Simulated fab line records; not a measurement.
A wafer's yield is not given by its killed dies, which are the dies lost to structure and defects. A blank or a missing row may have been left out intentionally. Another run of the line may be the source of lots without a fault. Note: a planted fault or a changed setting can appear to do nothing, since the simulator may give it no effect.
fab line records    flow sky130
record lots=6  wafers=18  last-day=50
route steps=708 shown LDD_LDN@294 SPACER@304 POLY_CUT@307 PAD_OPEN@708
lots that met no fault: taken from a fault-free run of the same line
start-h: start of the lot's first displayed wafer, in hours after the record's first day    wait-h: time in hours since the lot's previous step    " unchanged from the row above    L1.1+2: a single row standing in for several wafers    - no value, or no start was given    * or withheld: withheld    < > ~ a bound
route shown NAME@n: a module of which the file shows steps, and the number in the route of the first    usual: mean/standard deviation taken from wafers without a fault    same: alike in all rows    chamber/n: place in a boat    sites: each site's reading    _std_site: their standard deviation    _edge_site: inner sites' mean taken away from outer sites' mean    radius-mm: how far each site lies from the wafer's centre    mask NAME#n: copy n    behind: the last tool/chamber to shape the wafer    hold: what put the lot on hold/how long, in hours/how the hold closed    device: whichever transistor did not switch (one of n, p or np)    end of line: the tests these same wafers got at the end of their route    for a step that has no rows: nothing shown but its recipe    killed: count of dies lost to structure and defects at first sort (not the wafer's yield)    map: dies across one wafer; x = killed, . = not, _ = none there
set.NAME: the setting that was run; set.NAME@STEP: the one run at that earlier step    model.NAME: the simulator's own value behind a step, which no gauge read
a table for each step, a row for each wafer; lots at some steps of the route
services: from which hour (start-h, from the record's first day; less than 0 if before it) a tool's chamber was out of use, for how many hours, and why
## steps
# step SKY_LDD_LDN_PEB_05
# recipe temp-c=withheld  time-s=*  resist=NOVOLAK
# step SKY_LDD_LDN_DEVELOP_06
# recipe resist=NOVOLAK  developer=TMAH  develop-time-s=60  dev-temp-c=23
# step SKY_LDD_LDN_OVL_MEAS_07
# usual LDD_LDN_OVL=1.1/1.7
lot.wafer  tool        chamber  start-h  wait-h  LDD_LDN_OVL[nm]
L800.1     overlay-02  -        519.67   0.1     0.4
L800.5     "           -        "        "       0.6
L800.6     "           -        "        "       0.7
L809.1     overlay-02  -        614.78   0.1     0.7
L809.2     "           -        "        "       1.3
L809.5     "           -        "        "       1.3
L816.3     overlay-02  -        674.44   0.1     1.8
L816.4     "           -        "        "       2.4
L816.6     "           -        "        "       3.5
L818.1     overlay-01  -        681.38   0.1     0.4
L818.5     "           -        "        "       1.8
L818.6     "           -        "        "       2.5
L821.1     overlay-01  -        693.28   0.1     2.1
L821.3     "           -        "        "       0.4
L821.6     "           -        "        "       1.7
L822.1     overlay-02  -        701.43   0.1     -0.5
L822.2     "           -        "        "       -1.3
L822.5     "           -        "        "       0.8
# step SKY_LDD_LDN_IMPLANT_08
# recipe species=As  energy-kev=15  dose-cm2=1.25e+13  tilt-deg=withheld  rotation-deg=23
# step SKY_LDD_LDN_IMPLANT_09
# recipe species=As  energy-kev=15  dose-cm2=1.25e+13  tilt-deg=withheld  rotation-deg=113
# step SKY_LDD_LDN_IMPLANT_10
# recipe species=As  energy-kev=15  dose-cm2=1.25e+13  tilt-deg=withheld  rotation-deg=203
# step SKY_LDD_LDN_IMPLANT_11
# recipe species=As  energy-kev=15  dose-cm2=1.25e+13  tilt-deg=withheld  rotation-deg=293
# step SKY_LDD_LDN_STRIP_12
# recipe chemistry=O2/N2  power-w=1400  pressure-mtorr=1500  platen-temp-c=withheld  o2-flow-sccm=3000  n2-flow-sccm=300  overash-fraction=0.5
# usual drypump-motor-current-A=5.60/0.22  oes-product-au=0.715/0.004  strip-time-to-endpoint-s=14.16/0.037
lot.wafer  tool             chamber  start-h  wait-h  drypump-motor-current-A  oes-product-au  rf-hours-counter-h  strip-time-to-endpoint-s
L800.1     plasma-asher-04  0        520.30   0.1     5.66                     0.715           8                   14.18
L800.5     "                0        "        "       5.64                     0.719           -                   14.19
L800.6     "                1        "        "       5.94                     0.709           -                   14.16
L809.1     plasma-asher-04  0        615.41   0.1     5.66                     0.713           18                  14.21
L809.2     "                1        "        "       5.92                     0.720           18                  14.14
L809.5     "                1        "        "       5.96                     0.709           -                   14.16
L816.3     plasma-asher-03  1        675.10   0.1     5.75                     0.710           -                   14.20
L816.4     "                0        "        "       5.25                     0.712           -                   14.21
L816.6     "                1        "        "       5.73                     0.718           -                   14.20
L818.1     plasma-asher-03  1        682.01   0.1     5.82                     0.719           84                  14.16
L818.5     "                1        "        "       5.82                     0.720           -                   14.20
L818.6     "                0        "        "       5.31                     0.717           -                   14.16
L821.1     plasma-asher-01  1        693.91   0.1     5.45                     0.715           58                  14.13
L821.3     "                1        "        "       5.45                     0.717           -                   14.12
L821.6     "                1        "        "       5.45                     0.711           -                   14.11
L822.1     plasma-asher-04  0        702.07   0.1     5.64                     0.715           26                  14.11
L822.2     "                1        "        "       5.93                     0.713           26                  14.13
L822.5     "                0        "        "       5.65                     0.718           -                   14.17
# step SKY_LDD_LDN_TW_MEAS_13
# usual LDD_LDN_TW=1467/10
lot.wafer  tool           chamber  start-h  wait-h  LDD_LDN_TW
L800.1     film-metro-03  -        520.40   0.1     1481
L800.5     "              -        "        "       1486
L800.6     "              -        "        "       1489
L809.1     film-metro-02  -        615.51   0.1     1467
L809.2     "              -        "        "       1466
L809.5     "              -        "        "       1473
L816.3     film-metro-02  -        675.19   0.1     1456
L816.4     "              -        "        "       1461
L816.6     "              -        "        "       1466
L818.1     film-metro-04  -        682.11   0.1     1478
L818.5     "              -        "        "       1485
L818.6     "              -        "        "       1487
L821.1     film-metro-02  -        694.01   0.1     1453
L821.3     "              -        "        "       1450
L821.6     "              -        "        "       1450
L822.1     film-metro-02  -        702.17   0.1     1470
L822.2     "              -        "        "       1458
L822.5     "              -        "        "       1468
# step SKY_LDD_LDN_CLEAN_14
# recipe chemistry=SC1/SC2  mix=1:4:20  temp-c=70  time-s=150  dry=n2-spin
# step SKY_SPACER_CVD_00
# recipe material=Si3N4  precursor=DCS/NH3  target-thk-nm=43.1  temp-c=770  time-s=740  pressure-mtorr=243.8
# step SKY_SPACER_THK_MEAS_01
# recipe reads=Si3N4_of_SPACER_CVD_00
# usual SPACER_CVD_00_THK=42.7/0.48
lot.wafer  tool           chamber  start-h  wait-h  SPACER_CVD_00_THK[nm]
L800.1     film-metro-02  -        521.72   0.0     42.2
L800.5     "              -        "        "       42.8
L800.6     "              -        "        "       42.5
L809.1     film-metro-03  -        617.43   0.0     43.0
L809.2     "              -        "        "       43.0
L809.5     "              -        "        "       42.6
L816.3     film-metro-03  -        679.34   0.0     43.1
L816.4     "              -        "        "       43.3
L816.6     "              -        "        "       42.8
L818.1     film-metro-01  -        683.48   0.0     43.0
L818.5     "              -        "        "       42.6
L818.6     "              -        "        "       42.5
L821.1     film-metro-02  -        695.33   0.0     42.3
L821.3     "              -        "        "       41.9
L821.6     "              -        "        "       42.1
L822.1     film-metro-02  -        703.49   0.0     42.7
L822.2     "              -        "        "       42.8
L822.5     "              -        "        "       42.8
# step SKY_SPACER_ETCHBACK_02
# recipe chemistry=CH3F/O2  target=Si3N4  stop-on=SiO2  source-w=400  bias-w=80  pressure-mtorr=25  ch3f-flow-sccm=40  O2_flow_sccm=30  time-s=46.7  target-depth-a=450
# usual drypump-motor-current-A=5.8/0.31  oes-product-au=0.850/0.0076  throttle-valve-pct=10.561/0.0087
lot.wafer  tool         chamber  start-h  wait-h  drypump-motor-current-A  oes-product-au  rf-hours-counter-h  throttle-valve-pct  model.SiO2_of_SONOS_ONO_CVD_04.thk-nm
L800.1     rie-diel-01  0        521.78   0.1     6.2                      0.848           1                   10.558              4.166
L800.5     "            3        "        "       5.9                      0.854           -                   10.553              4.097
L800.6     "            0        "        "       6.2                      0.845           -                   10.578              4.172
L809.1     rie-diel-03  3        617.49   0.1     5.9                      0.848           3                   10.562              4.109
L809.2     "            2        "        "       5.7                      0.861           7                   10.564              4.232
L809.5     "            3        "        "       5.9                      0.847           -                   10.556              4.166
L816.3     rie-diel-03  3        679.38   0.0     5.9                      0.852           5                   10.558              2.736
L816.4     "            0        "        "       6.1                      0.860           16                  10.554              2.632
L816.6     "            0        "        "       6.1                      0.850           -                   10.556              2.601
L818.1     rie-diel-03  1        683.54   0.1     6.0                      0.855           12                  10.558              2.64
L818.5     "            3        "        "       5.9                      0.844           -                   10.569              2.619
L818.6     "            2        "        "       5.7                      0.846           -                   10.579              2.686
L821.1     rie-diel-01  0        695.39   0.1     6.1                      0.849           5                   10.568              4.085
L821.3     "            2        "        "       5.9                      0.828           4                   10.553              4.127
L821.6     "            0        "        "       6.1                      0.849           -                   10.554              4.133
L822.1     rie-diel-04  0        703.55   0.1     4.9                      0.857           9                   10.561              4.345
L822.2     "            1        "        "       5.6                      0.849           11                  10.568              4.241
L822.5     "            1        "        "       5.6                      0.843           -                   10.562              4.231
# step SKY_POLY_CUT_DEHYDRATE_00
# recipe temp-c=200  time-s=60
# step SKY_POLY_CUT_HMDS_01
# recipe prime-time-s=60  prime-temp-c=120
# step SKY_POLY_CUT_COAT_02
# recipe resist=BARC  temp-c=withheld  time-s=withheld  spin-rpm=3000  resist-thk-nm=60
# step SKY_POLY_CUT_COAT_03
# recipe resist=KrF-thick  spin-rpm=3000  resist-thk-nm=450
# step SKY_POLY_CUT_SOFTBAKE_04
# recipe temp-c=100  time-s=90  resist=KrF-thick
# step SKY_POLY_CUT_EXPOSE_05
# recipe mask-id=NPCM  na=0.8  source-shape=annular  sigma-inner=0.55  sigma-outer=0.85  target-cd-nm=270  dose-mj=32
# step SKY_POLY_CUT_PEB_06
# recipe peb-temp-c=withheld  peb-time-s=withheld  resist=KrF-thick
# step SKY_POLY_CUT_DEVELOP_07
# recipe develop-time-s=60  resist=KrF-thick  dev-temp-c=21
# step SKY_POLY_CUT_CD_MEAS_08
# recipe target-cd-nm=270
# usual cd-nm=270.1/1.5
lot.wafer  tool       chamber  start-h  wait-h  cd-nm
L800.1     cd-sem-02  -        552.02   -       270.3
L800.5     "          -        "        "       269.4
L800.6     "          -        "        "       268.5
L809.1     cd-sem-01  -        645.63   -       269.5
L809.2     "          -        "        "       268.6
L809.5     "          -        "        "       269.4
L816.3     cd-sem-01  -        708.15   -       270.6
L816.4     "          -        "        "       270.3
L816.6     "          -        "        "       270.6
L818.1     cd-sem-02  -        711.18   -       269.2
L818.5     "          -        "        "       268.4
L818.6     "          -        "        "       269.7
L821.1     cd-sem-02  -        723.62   -       271.6
L821.3     "          -        "        "       272.1
L821.6     "          -        "        "       270.8
L822.1     cd-sem-02  -        731.16   -       267.3
L822.2     "          -        "        "       268.9
L822.5     "          -        "        "       267.3
# step SKY_POLY_CUT_OVL_MEAS_09
# usual POLY_CUT_OVL=-1/4
lot.wafer  tool        chamber  start-h  wait-h  POLY_CUT_OVL[nm]
L800.1     overlay-02  -        552.14   0.1     0
L800.5     "           -        "        "       0
L800.6     "           -        "        "       -1
L809.1     overlay-01  -        645.75   0.1     -4
L809.2     "           -        "        "       -12
L809.5     "           -        "        "       -10
L816.3     overlay-02  -        708.24   0.1     0
L816.4     "           -        "        "       7
L816.6     "           -        "        "       4
L818.1     overlay-02  -        711.30   0.1     0
L818.5     "           -        "        "       0
L818.6     "           -        "        "       -1
L821.1     overlay-02  -        723.74   0.1     4
L821.3     "           -        "        "       0
L821.6     "           -        "        "       -1
L822.1     overlay-01  -        731.28   0.1     -5
L822.2     "           -        "        "       0
L822.5     "           -        "        "       0
# step SKY_POLY_CUT_ETCH_10
# recipe chemistry=N2/H2  target=BARC  ion-energy-ev=200  source-w=500  bias-w=100  pressure-mtorr=30  n2-flow-sccm=100  h2-flow-sccm=200  stop-on=SiO2  time-s=45.9  target-depth-a=600
# usual drypump-motor-current-A=5.9/0.49  oes-product-au=0.856/0.0049  throttle-valve-pct=13.225/0.0084
lot.wafer  tool         chamber  start-h  wait-h  drypump-motor-current-A  oes-product-au  rf-hours-counter-h  throttle-valve-pct
L800.1     rie-diel-02  1        552.17   0.0     6.0                      0.855           3                   13.234
L800.5     "            1        "        "       6.0                      0.855           -                   13.226
L800.6     "            2        "        "       5.2                      0.861           -                   13.215
L809.1     rie-diel-01  2        645.78   0.0     6.0                      0.857           3                   13.225
L809.2     "            0        "        "       6.1                      0.852           4                   13.220
L809.5     "            2        "        "       5.9                      0.854           -                   13.206
L816.3     rie-diel-02  2        708.26   0.0     5.1                      0.850           9                   13.211
L816.4     "            1        "        "       6.0                      0.851           7                   13.219
L816.6     "            1        "        "       6.0                      0.846           -                   13.217
L818.1     rie-diel-01  3        711.33   0.0     5.9                      0.860           11                  13.230
L818.5     "            0        "        "       6.1                      0.858           -                   13.212
L818.6     "            2        "        "       6.0                      0.858           -                   13.214
L821.1     rie-diel-02  3        723.77   0.0     5.1                      0.858           7                   13.225
L821.3     "            0        "        "       6.7                      0.856           10                  13.238
L821.6     "            0        "        "       6.7                      0.869           -                   13.232
L822.1     rie-diel-02  0        731.31   0.0     6.7                      0.851           11                  13.225
L822.2     "            2        "        "       5.1                      0.850           10                  13.213
L822.5     "            3        "        "       5.0                      0.861           -                   13.224
# step SKY_POLY_CUT_ETCH_11
# recipe target=Si3N4  chemistry=CF4/CH2F2/Ar  stop-on=poly-Si  source-w=600  bias-w=150  pressure-mtorr=40  cf4-flow-sccm=40  ch2f2-flow-sccm=20  Ar_flow_sccm=150  time-s=42.5  target-depth-a=600
# usual drypump-motor-current-A=5.9/0.49  oes-product-au=0.828/0.0077  throttle-valve-pct=14.995/0.009
lot.wafer  tool         chamber  start-h  wait-h  drypump-motor-current-A  oes-product-au  rf-hours-counter-h  throttle-valve-pct  model.etch.depth-nm  model.POLY_CUT.feature-depth-nm
L800.1     rie-diel-02  1        552.21   0.0     6.0                      0.833           3                   15.009              62.59                62.59
L800.5     "            1        "        "       6.0                      0.834           -                   14.987              62.73                62.73
L800.6     "            2        "        "       5.1                      0.839           -                   14.995              62.79                62.79
L809.1     rie-diel-01  2        645.83   0.0     5.9                      0.815           3                   14.996              60.48                60.48
L809.2     "            0        "        "       6.1                      0.817           4                   15.000              60.17                60.17
L809.5     "            2        "        "       6.0                      0.810           -                   14.993              60.3                 60.3
L816.3     rie-diel-02  2        708.31   0.0     5.2                      0.784           9                   15.004              56.95                56.95
L816.4     "            1        "        "       6.0                      0.801           7                   14.990              57.58                57.58
L816.6     "            1        "        "       6.0                      0.791           -                   14.993              56.86                56.86
L818.1     rie-diel-01  3        711.38   0.0     5.9                      0.790           11                  14.977              56.91                56.91
L818.5     "            0        "        "       6.1                      0.786           -                   14.980              56.87                56.87
L818.6     "            2        "        "       6.0                      0.795           -                   14.978              57.08                57.08
L821.1     rie-diel-02  3        723.81   0.0     5.0                      0.831           7                   14.985              62.92                62.92
L821.3     "            0        "        "       6.7                      0.839           10                  14.987              62.99                62.99
L821.6     "            0        "        "       6.7                      0.836           -                   14.992              62.72                62.72
L822.1     rie-diel-02  0        731.36   0.0     6.7                      0.824           11                  14.977              60.76                60.76
L822.2     "            2        "        "       5.1                      0.816           10                  14.987              60.44                60.44
L822.5     "            3        "        "       5.1                      0.822           -                   15.001              60.48                60.48
# step SKY_POLY_CUT_STRIP_12
# recipe chemistry=O2/N2  power-w=1400  pressure-mtorr=1500  platen-temp-c=withheld  o2-flow-sccm=3000  n2-flow-sccm=300  overash-fraction=0.5
# usual drypump-motor-current-A=5.51/0.22  oes-product-au=0.453/0.005  strip-time-to-endpoint-s=5.364/0.018
lot.wafer  tool             chamber  start-h  wait-h  drypump-motor-current-A  oes-product-au  rf-hours-counter-h  strip-time-to-endpoint-s
L800.1     plasma-asher-01  0        552.25   0.0     5.58                     0.456           45                  5.374
L800.5     "                1        "        "       5.44                     0.450           -                   5.355
L800.6     "                0        "        "       5.58                     0.452           -                   5.397
L809.1     plasma-asher-01  0        645.87   0.0     5.57                     0.460           54                  5.388
L809.2     "                1        "        "       5.48                     0.457           54                  5.356
L809.5     "                0        "        "       5.57                     0.448           -                   5.378
L816.3     plasma-asher-02  1        708.38   0.1     5.23                     0.450           -                   5.393
L816.4     "                0        "        "       5.76                     0.454           -                   5.390
L816.6     "                0        "        "       5.78                     0.457           -                   5.384
L818.1     plasma-asher-02  1        711.42   0.0     5.24                     0.457           98                  5.387
L818.5     "                0        "        "       5.76                     0.452           -                   5.394
L818.6     "                1        "        "       5.26                     0.452           -                   5.382
L821.1     plasma-asher-03  0        723.86   0.0     5.26                     0.453           89                  5.372
L821.3     "                1        "        "       5.74                     0.454           -                   5.367
L821.6     "                0        "        "       5.28                     0.449           -                   5.377
L822.1     plasma-asher-02  1        731.40   0.0     5.25                     0.453           100                 5.333
L822.2     "                0        "        "       5.74                     0.454           100                 5.351
L822.5     "                0        "        "       5.75                     0.454           -                   5.354
# step SKY_PAD_OPEN_PROBE_99
lot.wafer  tool       chamber  start-h  wait-h  model.etest.pfet_01v8.r-on-ohm-um  model.etest.res-pdiff.line-ohm-um  model.etest.res-ndiff.line-ohm-um  model.etest.sonos-uncharged.r-on-ohm-um  model.etest.pfet_01v8.drive-ua-um  model.etest.res-pdiff.rs-ohm-sq  model.etest.pfet_01v8_hvt.drive-ua-um  model.etest.sram-pfet-latch.drive-ua-um
L800.1     prober-01  -        1071.08  0.1     2940                               1407                               765.6                              813.3                                    189.7                              199.8                            140.7                                  133.9
L800.5     prober-01  -        1071.28  0.2     2918                               1375                               759.4                              805.8                                    191.7                              199.7                            141.7                                  135.8
L800.6     prober-01  -        1071.33  0.2     2857                               1396                               756.1                              803.5                                    193.9                              199.5                            144.9                                  141.8
L809.1     prober-02  -        1136.04  0.1     2856                               1364                               752.6                              791.3                                    196.2                              198.7                            148.5                                  146.6
L809.2     prober-02  -        1136.09  0.1     2771                               1368                               762.1                              804.7                                    201.7                              197.9                            152                                    157.7
L809.5     prober-02  -        1136.24  0.2     2806                               1421                               772.3                              806                                      199.7                              196.3                            149.6                                  146.6
L816.3     prober-02  -        1177.09  0.2     2766                               1267                               716.3                              797.5                                    203.4                              184.1                            151                                    146.6
L816.4     prober-02  -        1177.14  0.2     2720                               1274                               737.4                              790.6                                    207.1                              180.7                            154                                    147.6
L816.6     prober-02  -        1177.24  0.2     2752                               1279                               724.7                              797                                      205.7                              183.1                            151.5                                  145.4
L818.1     prober-01  -        1177.35  0.1     2704                               1267                               714.3                              764.2                                    208.3                              183.2                            155.9                                  152.8
L818.5     prober-01  -        1177.55  0.2     2690                               1247                               713.5                              763                                      210                                183.8                            155.6                                  156.6
L818.6     prober-01  -        1177.60  0.2     2706                               1268                               709.1                              773.4                                    207.9                              184.3                            154.9                                  158.8
L821.1     prober-01  -        1184.65  0.1     2783                               1395                               748.6                              771.7                                    202.1                              199.1                            149.1                                  148.6
L821.3     prober-01  -        1184.75  0.2     2800                               1381                               747.7                              783.5                                    198.2                              198.3                            148.5                                  143.1
L821.6     prober-01  -        1184.90  0.2     2863                               1379                               750.6                              787.2                                    196.9                              200.2                            145                                    144.4
L822.1     prober-01  -        1189.54  0.1     2827                               1389                               773.4                              787                                      196.5                              194.6                            146                                    144.8
L822.2     prober-01  -        1189.59  0.1     2930                               1355                               768.4                              819.7                                    187.2                              195.8                            138.5                                  133.9
L822.5     prober-01  -        1189.74  0.2     2928                               1379                               777.4                              805.4                                    190.6                              195.1                            140.3                                  133.7
# killed by level:class
L800.1 CONTACT:geometric-particle:open=24 VIA1:geometric-particle:open=10 VIA2:geometric-particle:open=7 LI_CONTACT:geometric-particle:open=6 METAL2:geometric-particle:short=6 LOCAL_INTERCONNECT:geometric-particle:short=5 CONTACT:geometric-particle:short=4 FIELD_ISO:geometric-particle:short=3
L800.5 VIA3:geometric-particle:open=16 LI_CONTACT:geometric-particle:open=9 VIA2:geometric-particle:open=6 FIELD_ISO:geometric-particle:open=5 METAL1:geometric-particle:short=5 METAL4:geometric-particle:short=5 POLY_GATE:geometric-particle:short=4 VIA1:geometric-particle:open=4
L800.6 CONTACT:geometric-particle:open=9 VIA3:geometric-particle:open=8 VIA1:geometric-particle:open=7 LI_CONTACT:geometric-particle:open=7 VIA2:geometric-particle:open=5 LOCAL_INTERCONNECT:geometric-particle:short=5 FIELD_ISO:geometric-particle:short=4 METAL2:geometric-particle:short=4
L809.1 VIA1:geometric-particle:open=13 CONTACT:geometric-particle:open=9 LI_CONTACT:geometric-particle:open=8 LI_CONTACT:geometric-particle:short=5 CONTACT:geometric-particle:short=5 METAL2:geometric-particle:short=5 VIA3:geometric-particle:open=5 LOCAL_INTERCONNECT:geometric-particle:short=4
L809.2 CONTACT:geometric-particle:open=14 VIA1:geometric-particle:open=11 LOCAL_INTERCONNECT:geometric-particle:short=9 LI_CONTACT:geometric-particle:open=6 CONTACT:geometric-particle:short=6 VIA3:geometric-particle:open=6 METAL2:geometric-particle:short=5 FIELD_ISO:geometric-particle:open=4
L809.5 CONTACT:geometric-particle:open=16 POLY_GATE:geometric-particle:short=9 VIA3:geometric-particle:open=8 VIA2:geometric-particle:open=6 METAL3:geometric-particle:short=6 POLY_GATE:geometric-particle:open=5 METAL1:geometric-particle:short=5 LI_CONTACT:geometric-particle:open=4
L821.1 CONTACT:geometric-particle:open=10 METAL2:geometric-particle:short=8 LI_CONTACT:geometric-particle:open=7 FIELD_ISO:geometric-particle:short=6 FIELD_ISO:geometric-particle:open=4 VIA1:geometric-particle:open=4 LOCAL_INTERCONNECT:geometric-particle:short=4 VIA2:geometric-particle:short=4
L821.3 CONTACT:geometric-particle:open=10 VIA1:geometric-particle:open=10 LI_CONTACT:geometric-particle:open=8 VIA3:geometric-particle:open=5 FIELD_ISO:geometric-particle:short=5 METAL2:geometric-particle:short=5 VIA2:geometric-particle:open=5 FIELD_ISO:geometric-particle:open=4
L821.6 CONTACT:geometric-particle:open=17 VIA1:geometric-particle:open=9 FIELD_ISO:geometric-particle:open=7 FIELD_ISO:geometric-particle:short=6 LI_CONTACT:geometric-particle:open=5 METAL2:geometric-particle:short=5 VIA3:geometric-particle:open=4 POLY_GATE:geometric-particle:open=3
L822.1 VIA3:geometric-particle:open=11 CONTACT:geometric-particle:open=9 LOCAL_INTERCONNECT:geometric-particle:short=7 VIA1:geometric-particle:open=7 VIA2:geometric-particle:open=7 LI_CONTACT:geometric-particle:open=6 FIELD_ISO:geometric-particle:open=5 VIA3:geometric-particle:short=5
L822.2 VIA1:geometric-particle:open=14 CONTACT:geometric-particle:open=12 METAL1:geometric-particle:short=10 VIA3:geometric-particle:open=7 LI_CONTACT:geometric-particle:open=6 CONTACT:geometric-particle:short=5 VIA1:geometric-particle:short=5 POLY_GATE:geometric-particle:open=4
L822.5 VIA1:geometric-particle:open=13 METAL1:geometric-particle:short=8 VIA3:geometric-particle:open=8 METAL3:geometric-particle:short=6 CONTACT:geometric-particle:open=5 FIELD_ISO:geometric-particle:short=3 LOCAL_INTERCONNECT:geometric-particle:short=3 VIA1:geometric-particle:short=3
## services
tool             chamber  start-h  hours  kind
rie-diel-03      0        514.22   5.2    repair
rie-diel-01      -        514.44   2.8    pm
rie-diel-04      1        519.31   2.9    repair
rie-diel-02      -        527.85   2.8    pm
rie-diel-02      2        531.16   9.1    repair
rie-diel-04      2        550.29   3.6    repair
rie-diel-02      3        552.51   2.4    repair
rie-diel-03      0        560.78   1.8    repair
rie-diel-01      2        563.10   4.2    repair
rie-diel-02      -        626.60   7.8    repair
rie-diel-01      0        630.68   7.6    repair
plasma-asher-04  -        655.73   2.9    repair
rie-diel-01      0        659.57   14.6   repair
plasma-asher-01  -        666.92   6.6    repair
plasma-asher-04  -        672.43   0.8    repair
rie-diel-01      1        692.96   -      clean
rie-diel-01      1        692.96   18.7   scheduled-down
rie-diel-01      1        692.96   18.7   vent-cycle
rie-diel-01      2        719.34   4.0    repair
plasma-asher-04  -        722.51   1.7    repair
rie-diel-01      3        722.78   1.4    repair
## key
first-sign step=SKY_POLY_CUT_ETCH_11  reading=oes-product-au  direction=down  sigmas=4.8  usual=0.828  struck=0.791
effect none on later readings
model-effect step=SKY_SPACER_ETCHBACK_02  value=SiO2_of_SONOS_ONO_CVD_04.thk-nm  without=4.309  struck=2.653
model-effect step=SKY_POLY_CUT_ETCH_11  value=etch.depth-nm  without=61.61  struck=57.04
model-effect step=SKY_PAD_OPEN_PROBE_99  value=etest.pfet_01v8.r-on-ohm-um  without=2915  struck=2723
met-at SKY_SPACER_ETCHBACK_02
struck-wafers L816.3,L816.4,L816.6,L818.1,L818.5,L818.6
sort-left-out L816.3,L816.4,L816.6,L818.1,L818.5,L818.6
tester-left-out L816,L818
onset-between 617.49 679.38
also-fits SKY_LDD_LDN_STRIP_12:plasma-asher-03
fault kind=process-parameter-drift  tool=rie-diel-03  chamber=-  onset-h=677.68  steps=SKY_SPACER_ETCHBACK_02  channel=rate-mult  offset=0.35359  shape=step  end-h=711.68
# tester-left-out: of these lots the tester's yield and bins aren't shown, on N5 and GAA mostly nor the transistor test; their killed dies are dies lost to structure and defects alone, not to doping, threshold or leakage, so they don't give the yield
# sort-left-out: the simulated sort isn't trusted on such a fault, so these wafers' sort isn't shown, and their yield isn't known
